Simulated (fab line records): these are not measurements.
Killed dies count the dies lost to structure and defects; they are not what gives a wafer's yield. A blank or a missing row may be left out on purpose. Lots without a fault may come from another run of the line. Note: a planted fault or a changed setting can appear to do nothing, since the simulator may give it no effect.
A lot that was struck, set against a sound lot	flow sky130	13 out of 708 route steps
Sound: these wafers, L324.1, L324.3, L324.4. Struck: wafers L328.1, L328.4, L328.5. At the end, the cause is stated.
Each step with rows lists, per side, the tool, then ch with its chambers, then its first start. Under that, the readings that differ: sound wafers	struck wafers	difference of the means	sigmas: that difference in standard deviations of wafers without a fault.
alike: readings whose means differ by less than 2 such deviations, and words and numbers that are the same on both sides. not compared: withheld readings, readings that some wafer has no value for, bounds like >300 that may hide the same value, and numbers for which the record gives no deviation and whose values overlap.
Wherever a step has rows on one side only, a row that says differs or no value, or a row with sigmas, the two part there. Numbers that have no deviation but don't overlap get no sigmas and don't part them. A reading that every wafer of one side lacks parts them only if that side has two wafers or more.

SKY_FIELD_ISO_BOW_MEAS_00:
  sound on filmMetro-01, day 2 06:01; struck on filmMetro-01, day 3 02:00
  alike: INCOMING_BOW
then, 1 step without rows for these wafers: SKY_FIELD_ISO_OXIDATION_01 (stabilise 600 s, purge 300 s, target thk 12 nm).
SKY_FIELD_ISO_THK_MEAS_02:
  sound on filmMetro-01, day 2 08:12; struck on filmMetro-04, day 3 03:38
  alike: FIELD_ISO_OXIDATION_00_THK
then, 1 step without rows for these wafers: SKY_FIELD_ISO_CVD_03 (deposits Si3N4 from DCS/NH3, target thk 165 nm, time 2830 s).
SKY_FIELD_ISO_THK_MEAS_04:
  sound on filmMetro-03, day 2 10:08; struck on filmMetro-03, day 3 07:16
  alike: FIELD_ISO_CVD_03_THK
then, 6 steps without rows for these wafers: SKY_FIELD_ISO_DEHYDRATE_05 (time 60 s); SKY_FIELD_ISO_HMDS_06 (prime time 60 s); SKY_FIELD_ISO_COAT_07 (resist thk 60 nm); SKY_FIELD_ISO_COAT_08 (resist thk 450 nm); SKY_FIELD_ISO_SOFTBAKE_09 (time 90 s); SKY_FIELD_ISO_EXPOSE_10 (exposes mask FOM, target cd 150 nm).
SKY_FIELD_ISO_PEB_11:
  sound on lithoTrack-04 ch 0, day 3 01:00; struck on lithoTrack-01, day 3 21:00
reading	sound	struck	difference	sigmas
exhaustPa (Pa)	44.6 46.0 44.1	- - -	no value on the struck wafers	
  not compared: chillPlateTempC
then, 1 step without rows for these wafers: SKY_FIELD_ISO_DEVELOP_12 (develop time 60 s).

== WHERE THEY PART ==
Within this record, at SKY_FIELD_ISO_PEB_11 only.

WHY: the cause the simulator had injected
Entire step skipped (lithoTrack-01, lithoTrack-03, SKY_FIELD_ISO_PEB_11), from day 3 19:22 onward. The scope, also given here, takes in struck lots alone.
